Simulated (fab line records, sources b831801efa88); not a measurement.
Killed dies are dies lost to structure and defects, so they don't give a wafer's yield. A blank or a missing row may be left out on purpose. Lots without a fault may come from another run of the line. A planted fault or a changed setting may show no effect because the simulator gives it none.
fab line records | flow sky130
record lots=6 wafers=18 last_day=51
route steps=708 shown SD_N@350 SD_P@359 RES_XHIGH@360 SALICIDE@361 LI_CONTACT@362 PAD_OPEN@708
lots that met no fault: from a run of the same line without faults
start_h: hours from the record's first day to the start of the lot's first wafer shown | wait_h: hours since the lot's step before | " the same as in the row above | L1.1+2: a row that stands for several wafers | - no value, or no start given | * or withheld: withheld | < > ~ a bound
route shown NAME@n: a module of which the file shows steps, and the number in the route of the first | usual: mean/standard deviation of fault-free wafers | same: alike in all rows | chamber/n: place in a boat | sites: the reading at each site | _std_site: their standard deviation | _edge_site: outer sites' mean less inner sites' | radius_mm: how far each site lies from the wafer's centre | mask NAME#n: copy n | behind: the tool/chamber that last shaped the wafer | hold: why the lot was held/for how many hours/how that ended | device: the transistor (n, p or np) that didn't switch | end of line: the same wafers' tests at the end of the route | a step without rows: its recipe alone | killed: dies lost to structure and defects at the first sort, not the wafer's yield | map: a wafer's dies, x killed, . not, _ none there
set.NAME: the setting as run; set.NAME@STEP: as run at that earlier step | model.NAME: the simulator's own value behind a step, which no gauge read
lots at some steps of the route; a table a step, a row a wafer
services: from which hour (start_h, from the record's first day; less than 0 if before it) a tool's chamber was out of use, for how many hours, and why
## steps
# step SKY_SD_N_OVL_MEAS_08
# usual SD_N_OVL=0.4/1.4
# columns lot.wafer tool chamber start_h wait_h SD_N_OVL[nm]
L701.1 overlay-02 - 678.73 0.1 1.6
L701.2 " - " " 1.3
L701.4 " - " " 1.5
L702.2 overlay-01 - 684.95 0.1 3.4
L702.4 " - " " 1.7
L702.6 " - " " 3.0
L706.1 overlay-02 - 715.81 0.1 -1.2
L706.3 " - " " -2.5
L706.6 " - " " -1.0
L707.1 overlay-02 - 736.73 0.1 -0.1
L707.2 " - " " 0.5
L707.3 " - " " -0.4
L720.1 overlay-01 - 824.78 0.1 -0.6
L720.2 " - " " 0.5
L720.4 " - " " 0.5
L722.1 overlay-01 - 839.48 0.1 0.2
L722.3 " - " " 0.2
L722.6 " - " " -0.3
# step SKY_SD_N_IMPLANT_09
# recipe species=As energy_kev=50 dose_cm2=4e+15 tilt_deg=0
# step SKY_SD_N_IMPLANT_10
# recipe species=P energy_kev=20 dose_cm2=1e+14 tilt_deg=0
# step SKY_SD_N_STRIP_11
# recipe chemistry=O2/N2 power_w=1420 pressure_mtorr=1500 platen_temp_c=withheld o2_flow_sccm=3000 n2_flow_sccm=300 overash_fraction=0.5
# usual drypump_motor_current_A=5.74/0.28 oes_product_au=0.531/0.0045 strip_time_to_endpoint_s=22.29/0.041
# columns lot.wafer tool chamber start_h wait_h drypump_motor_current_A oes_product_au rf_hours_counter_h strip_time_to_endpoint_s
L701.1 plasma_asher-03 1 679.07 0.1 5.17 0.533 26 22.26
L701.2 " 0 " " 5.80 0.529 26 22.28
L701.4 " 0 " " 5.84 0.524 - 22.31
L702.2 plasma_asher-03 0 685.28 0.1 5.86 0.529 27 22.40
L702.4 " 0 " " 5.84 0.528 - 22.34
L702.6 " 1 " " 5.20 0.531 - 22.34
L706.1 plasma_asher-02 1 716.15 0.1 5.75 0.528 91 22.33
L706.3 " 0 " " 5.96 0.535 - 22.30
L706.6 " 0 " " 5.98 0.527 - 22.30
L707.1 plasma_asher-04 0 737.06 0.1 6.01 0.533 60 22.22
L707.2 " 1 " " 5.76 0.535 60 22.23
L707.3 " 0 " " 6.01 0.530 - 22.20
L720.1 plasma_asher-03 0 825.11 0.1 5.83 0.536 41 22.32
L720.2 " 1 " " 5.20 0.527 41 22.29
L720.4 " 0 " " 5.82 0.526 - 22.28
L722.1 plasma_asher-03 1 839.82 0.1 5.18 0.531 43 22.35
L722.3 " 0 " " 5.81 0.526 - 22.31
L722.6 " 1 " " 5.20 0.531 - 22.29
# step SKY_SD_N_TW_MEAS_12
# usual SD_N_TW=3970/52
# columns lot.wafer tool chamber start_h wait_h SD_N_TW
L701.1 film_metro-04 - 679.17 0.1 3976
L701.2 " - " " 3972
L701.4 " - " " 3983
L702.2 film_metro-02 - 685.39 0.1 4031
L702.4 " - " " 4043
L702.6 " - " " 4033
L706.1 film_metro-04 - 716.25 0.1 3962
L706.3 " - " " 3989
L706.6 " - " " 3972
L707.1 film_metro-04 - 737.16 0.1 3994
L707.2 " - " " 4030
L707.3 " - " " 4006
L720.1 film_metro-01 - 825.21 0.1 3916
L720.2 " - " " 3895
L720.4 " - " " 3909
L722.1 film_metro-01 - 839.92 0.1 3923
L722.3 " - " " 3912
L722.6 " - " " 3925
# step SKY_SD_N_CLEAN_13
# recipe chemistry=SC1/SC2 mix=1:4:20 temp_c=70 time_s=150 dry=n2_spin
# step SKY_SD_N_RTA_14
# recipe temp_c=1075 time_s=2 idle_temp_c=650 ramp_up_c_per_s=150 ramp_down_c_per_s=90 ambient=N2
# usual lamp_power_pct=15.73/0.053 wafer_temp_C_max=1078.1/1.3
# same time_s=2
# columns lot.wafer tool chamber start_h wait_h lamp_power_pct wafer_temp_C_max
L701.1 rtp_anneal-01 0 679.28 0.0 15.75 1079.6
L701.2 " 0 " " 15.75 1075.8
L701.4 " 0 " " 15.75 1081.6
L702.2 rtp_anneal-02 0 685.50 0.0 15.74 1078.6
L702.4 " 0 " " 15.85 1076.9
L702.6 " 0 " " 15.77 1078.4
L706.1 rtp_anneal-02 0 716.36 0.0 15.67 1077.6
L706.3 " 0 " " 15.78 1076.2
L706.6 " 0 " " 15.69 1076.4
L707.1 rtp_anneal-01 0 737.27 0.0 15.66 1077.6
L707.2 " 0 " " 15.73 1078.6
L707.3 " 0 " " 15.73 1079.2
L720.1 rtp_anneal-02 0 825.33 0.0 15.79 1077.8
L720.2 " 0 " " 15.73 1077.3
L720.4 " 0 " " 15.82 1076.1
L722.1 rtp_anneal-02 0 840.04 0.0 15.78 1075.8
L722.3 " 0 " " 15.70 1077.6
L722.6 " 0 " " 15.72 1077.9
# step SKY_SD_N_RS_MEAS_16
# recipe thk_meas_gauge=four-point-probe
# usual SD_N_RS=68.55/0.12
# columns lot.wafer tool chamber start_h wait_h SD_N_RS[ohm/sq]
L701.1 film_metro-02 - 679.45 0.1 68.85
L701.2 " - " " 68.62
L701.4 " - " " 68.57
L702.2 film_metro-04 - 685.69 0.1 68.48
L702.4 " - " " 68.55
L702.6 " - " " 68.62
L706.1 film_metro-02 - 716.53 0.1 68.75
L706.3 " - " " 68.49
L706.6 " - " " 68.55
L707.1 film_metro-01 - 737.45 0.1 68.45
L707.2 " - " " 68.38
L707.3 " - " " 68.46
L720.1 film_metro-02 - 825.50 0.1 68.60
L720.2 " - " " 68.41
L720.4 " - " " 68.59
L722.1 film_metro-01 - 840.21 0.1 68.47
L722.3 " - " " 68.37
L722.6 " - " " 68.55
# step SKY_SD_N_RS_MEAS_17
# recipe thk_meas_gauge=four-point-probe
# usual SD_P_RS=147.1/0.38
# columns lot.wafer tool chamber start_h wait_h SD_P_RS[ohm/sq]
L701.1 film_metro-02 - 679.57 0.1 147.4
L701.2 " - " " 147.5
L701.4 " - " " 147.1
L702.2 film_metro-04 - 685.81 0.1 147.6
L702.4 " - " " 147.4
L702.6 " - " " 147.2
L706.1 film_metro-02 - 716.65 0.1 147.5
L706.3 " - " " 146.9
L706.6 " - " " 146.9
L707.1 film_metro-01 - 737.57 0.1 146.9
L707.2 " - " " 147.0
L707.3 " - " " 147.2
L720.1 film_metro-02 - 825.62 0.1 146.9
L720.2 " - " " 146.9
L720.4 " - " " 147.0
L722.1 film_metro-01 - 840.33 0.1 147.1
L722.3 " - " " 146.8
L722.6 " - " " 147.2
# step SKY_SD_N_RS_MEAS_18
# recipe thk_meas_gauge=four-point-probe
# usual RES_XHIGH_RS=333.1/1.1
# columns lot.wafer tool chamber start_h wait_h RES_XHIGH_RS[ohm/sq]
L701.1 film_metro-02 - 679.69 0.1 331.7
L701.2 " - " " 332.7
L701.4 " - " " 332.3
L702.2 film_metro-04 - 685.93 0.1 332.9
L702.4 " - " " 332.7
L702.6 " - " " 333.8
L706.1 film_metro-02 - 716.77 0.1 335.4
L706.3 " - " " 334.8
L706.6 " - " " 334.0
L707.1 film_metro-01 - 737.69 0.1 334.1
L707.2 " - " " 334.1
L707.3 " - " " 333.9
L720.1 film_metro-02 - 825.74 0.1 332.5
L720.2 " - " " 333.4
L720.4 " - " " 334.1
L722.1 film_metro-01 - 840.45 0.1 331.4
L722.3 " - " " 331.8
L722.6 " - " " 330.9
# step SKY_SALICIDE_CLEAN_00
# recipe chemistry=HF-last time_s=30 dilution=100:1 dry=ipa_marangoni
# step SKY_LI_CONTACT_HDPCVD_00
# recipe material=PSG target_thk_nm=930 sigma_open_frac=0.3 time_s=155 temp_c=600 sih4_flow_sccm=60 pressure_mtorr=6
# usual sih4_flow_sccm=60.01/0.16
# same time_s=155
# columns lot.wafer tool chamber start_h wait_h sih4_flow_sccm model.PSG_of_LI_CONTACT_HDPCVD_00.thk_nm
L701.1 hdpcvd-02 0 679.83 0.0 60.07 920.7
L701.2 " 1 " " 59.90 918.2
L701.4 " 0 " " 59.99 939.9
L702.2 hdpcvd-01 1 686.04 0.0 59.91 918.1
L702.4 " 0 " " 59.83 918.9
L702.6 " 2 " " 60.29 928.6
L706.1 hdpcvd-02 1 716.91 0.0 60.00 922.5
L706.3 " 2 " " 60.01 933.2
L706.6 " 0 " " 59.84 929.3
L707.1 hdpcvd-01 1 737.82 0.0 60.17 900.6
L707.2 " 0 " " 59.88 923.6
L707.3 " 2 " " 59.71 924.7
L720.1 hdpcvd-02 2 825.88 0.0 59.91 931.7
L720.2 " 1 " " 71.97 1109
L720.4 " 1 " " 71.89 1106
L722.1 hdpcvd-02 2 840.59 0.0 59.90 953.5
L722.3 " 1 " " 72.11 1119
L722.6 " 1 " " 72.00 1134
# step SKY_LI_CONTACT_THK_MEAS_01
# recipe reads=PSG_of_LI_CONTACT_HDPCVD_00
# usual LI_CONTACT_HDPCVD_THK=932/11
# columns lot.wafer tool chamber start_h wait_h LI_CONTACT_HDPCVD_THK[nm]
L701.1 film_metro-04 - 679.98 0.1 920
L701.2 " - " " 918
L701.4 " - " " 940
L702.2 film_metro-02 - 686.16 0.1 917
L702.4 " - " " 919
L702.6 " - " " 928
L706.1 film_metro-04 - 717.01 0.1 922
L706.3 " - " " 934
L706.6 " - " " 930
L707.1 film_metro-01 - 737.93 0.1 901
L707.2 " - " " 924
L707.3 " - " " 924
L720.1 film_metro-01 - 825.98 0.1 931
L720.2 " - " " 1109
L720.4 " - " " 1107
L722.1 film_metro-04 - 840.69 0.1 954
L722.3 " - " " 1118
L722.6 " - " " 1133
# step SKY_LI_CONTACT_CMP_02
# recipe material=PSG down_force_psi=4 platen_rpm=60 pad_velocity_m_s=0.94248
# usual motor_current_A=12.0/1.2 time_to_endpoint_s=31.8/3
# columns lot.wafer tool chamber start_h wait_h motor_current_A time_to_endpoint_s
L701.4 cmp-01 1 680.04 0.0 11.3 34.4
L701.2 " 3 " " 12.7 30.3
L701.1 " 0 " " 9.6 34.3
L702.4 cmp-02 1 686.21 0.0 11.4 29.2
L702.2 " 3 " " 11.7 31.7
L702.6 " 1 " " 11.1 29.6
L706.3 cmp-01 0 717.12 0.1 9.5 36.1
L706.1 " 1 " " 11.5 33.1
L706.6 " 3 " " 12.9 31.9
L707.2 cmp-02 2 738.21 0.3 13.9 29.9
L707.1 " 3 " " 12.2 31.5
L707.3 " 0 " " 12.0 29.5
L720.1 cmp-01 2 826.04 0.1 11.8 29.6
L720.4 " 3 " " 13.2 46.5
L720.2 " 1 " " 10.8 45.0
L722.1 cmp-02 1 840.75 0.1 11.5 33.9
L722.3 " 0 " " 11.7 47.8
L722.6 " 1 " " 11.9 49.3
# step SKY_LI_CONTACT_BOW_MEAS_03
# recipe mode=bow
# usual LI_CONTACT_BOW=54/6.3
# columns lot.wafer tool chamber start_h wait_h LI_CONTACT_BOW[um]
L701.1 film_metro-01 - 680.34 0.1 52
L701.2 " - " " 51
L701.4 " - " " 46
L702.2 film_metro-01 - 686.53 0.2 58
L702.4 " - " " 60
L702.6 " - " " 61
L706.1 film_metro-04 - 717.37 0.1 44
L706.3 " - " " 60
L706.6 " - " " 50
L707.1 film_metro-02 - 738.51 0.2 47
L707.2 " - " " 65
L707.3 " - " " 56
L720.1 film_metro-01 - 826.34 0.2 66
L720.2 " - " " 61
L720.4 " - " " 65
L722.1 film_metro-04 - 841.05 0.2 53
L722.3 " - " " 54
L722.6 " - " " 53
# step SKY_PAD_OPEN_PROBE_99
# usual killed_at_M0_to_M3=43/6.8 killed_at_M4_up=3.3/1.9 killed_at_contacts=24/5.3 killed_at_front_end=14/4.3 killed_at_other=0.3/0.62 killed_dies=85/9.8 killed_open=46/8 killed_short=39/5.9
# same gross_dies=492 killed_at_back_side=0
# columns lot.wafer tool chamber start_h wait_h killed_at_M0_to_M3 killed_at_M4_up killed_at_contacts killed_at_front_end killed_at_other killed_dies killed_open killed_short
L702.2 prober-01 - 1115.24 0.1 43 5 37 13 0 98 63 35
L702.4 prober-01 - 1115.34 0.2 43 2 28 10 1 84 48 36
L702.6 prober-01 - 1115.44 0.2 38 3 26 12 0 79 41 38
L706.1 prober-01 - 1136.56 0.1 40 4 20 9 0 73 47 26
L706.3 prober-01 - 1136.66 0.2 42 1 26 14 0 83 44 39
L706.6 prober-01 - 1136.81 0.2 40 2 33 18 0 93 50 43
L707.1 prober-02 - 1154.04 0.1 43 6 24 15 0 88 46 42
L707.2 prober-02 - 1154.09 0.1 45 5 26 14 1 91 49 42
L707.3 prober-02 - 1154.14 0.2 38 1 27 20 0 86 50 36
# killed by level:class
L702.2 CONTACT:geometric_particle:open=17 VIA1:geometric_particle:open=16 LI_CONTACT:geometric_particle:open=7 VIA2:geometric_particle:open=6 CONTACT:geometric_particle:short=5 VIA3:geometric_particle:open=5 FIELD_ISO:geometric_particle:open=4 LOCAL_INTERCONNECT:geometric_particle:short=4
L702.4 CONTACT:geometric_particle:open=12 VIA1:geometric_particle:open=12 LI_CONTACT:geometric_particle:open=7 VIA2:geometric_particle:open=7 FIELD_ISO:geometric_particle:short=5 VIA1:geometric_particle:short=4 VIA2:geometric_particle:short=4 METAL3:geometric_particle:short=3
L702.6 VIA1:geometric_particle:open=10 CONTACT:geometric_particle:open=9 LOCAL_INTERCONNECT:geometric_particle:short=7 METAL2:geometric_particle:short=6 METAL1:geometric_particle:short=5 VIA2:geometric_particle:open=5 LI_CONTACT:geometric_particle:open=4 METAL1:geometric_particle:open=4
L706.1 VIA3:geometric_particle:open=11 CONTACT:geometric_particle:open=10 VIA1:geometric_particle:open=10 METAL2:geometric_particle:short=5 LI_CONTACT:geometric_particle:open=5 FIELD_ISO:geometric_particle:open=4 METAL1:geometric_particle:short=4 VIA2:geometric_particle:open=4
L706.3 LI_CONTACT:geometric_particle:open=9 CONTACT:geometric_particle:open=9 METAL1:geometric_particle:short=7 VIA2:geometric_particle:open=7 FIELD_ISO:geometric_particle:short=5 CONTACT:geometric_particle:short=5 VIA1:geometric_particle:short=5 METAL2:geometric_particle:short=5
L706.6 CONTACT:geometric_particle:open=16 VIA1:geometric_particle:open=10 VIA3:geometric_particle:open=8 CONTACT:geometric_particle:short=8 POLY_GATE:geometric_particle:short=5 METAL1:geometric_particle:short=5 FIELD_ISO:geometric_particle:short=4 POLY_GATE:geometric_particle:open=4
L707.1 LI_CONTACT:geometric_particle:open=8 VIA1:geometric_particle:open=8 METAL2:geometric_particle:short=8 CONTACT:geometric_particle:open=6 CONTACT:geometric_particle:short=5 VIA2:geometric_particle:open=5 METAL4:geometric_particle:short=5 POLY_GATE:geometric_particle:short=4
L707.2 CONTACT:geometric_particle:open=9 METAL1:geometric_particle:short=9 LI_CONTACT:geometric_particle:open=8 VIA3:geometric_particle:open=7 LOCAL_INTERCONNECT:geometric_particle:short=6 VIA1:geometric_particle:open=6 VIA2:geometric_particle:open=6 FIELD_ISO:geometric_particle:open=5
L707.3 VIA1:geometric_particle:open=16 CONTACT:geometric_particle:open=15 POLY_GATE:geometric_particle:open=6 METAL2:geometric_particle:short=5 VIA1:geometric_particle:short=4 FIELD_ISO:geometric_particle:open=4 FIELD_ISO:geometric_particle:short=4 POLY_GATE:geometric_particle:short=4
## services
# columns tool chamber start_h hours kind
cmp-02 - 657.94 3.5 pm
hdpcvd-01 0 665.75 - clean
hdpcvd-01 1 665.75 - clean
hdpcvd-01 2 665.75 - clean
hdpcvd-02 2 669.80 18.4 repair
plasma_asher-04 - 702.09 12.3 repair
cmp-02 - 703.06 0.7 repair
hdpcvd-02 2 729.40 5.5 repair
cmp-01 - 734.26 6.8 pm
cmp-02 - 745.57 4.0 pm
cmp-02 - 749.57 - consumable_replace:conditioner
cmp-02 - 749.57 - consumable_replace:pad
hdpcvd-01 - 772.48 0.8 repair
hdpcvd-01 - 784.05 2.8 pm
plasma_asher-02 - 785.71 4.5 repair
cmp-01 - 803.26 7.1 pm
cmp-01 - 827.94 0.5 repair
plasma_asher-03 - 828.14 3.8 repair
## key
first_sign step=SKY_LI_CONTACT_HDPCVD_00 reading=sih4_flow_sccm direction=up sigmas=74 usual=60.01 struck=71.99
effect step=SKY_LI_CONTACT_THK_MEAS_01 reading=LI_CONTACT_HDPCVD_THK direction=up sigmas=17 usual=932 struck=1117
effect step=SKY_LI_CONTACT_CMP_02 reading=time_to_endpoint_s direction=up sigmas=5.1 usual=* struck=*
model_effect step=SKY_LI_CONTACT_HDPCVD_00 value=PSG_of_LI_CONTACT_HDPCVD_00.thk_nm without=930.8 struck=1117
met_at SKY_LI_CONTACT_HDPCVD_00
struck_wafers L720.2,L720.4,L722.3,L722.6
tester_left_out L720,L722
onset_between 716.91 825.88
fault kind=process_parameter_drift tool=hdpcvd-02 chamber=1 onset_h=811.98 steps=SKY_LI_CONTACT_HDPCVD_00 channel=sih4_flow_sccm offset=12 shape=step end_h=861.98 acts_in=these_recipes_only stated=60
# tester_left_out: of these lots the tester's yield and bins aren't shown, on N5 and GAA mostly nor the transistor test; their killed dies are dies lost to structure and defects alone, not to doping, threshold or leakage, so they don't give the yield
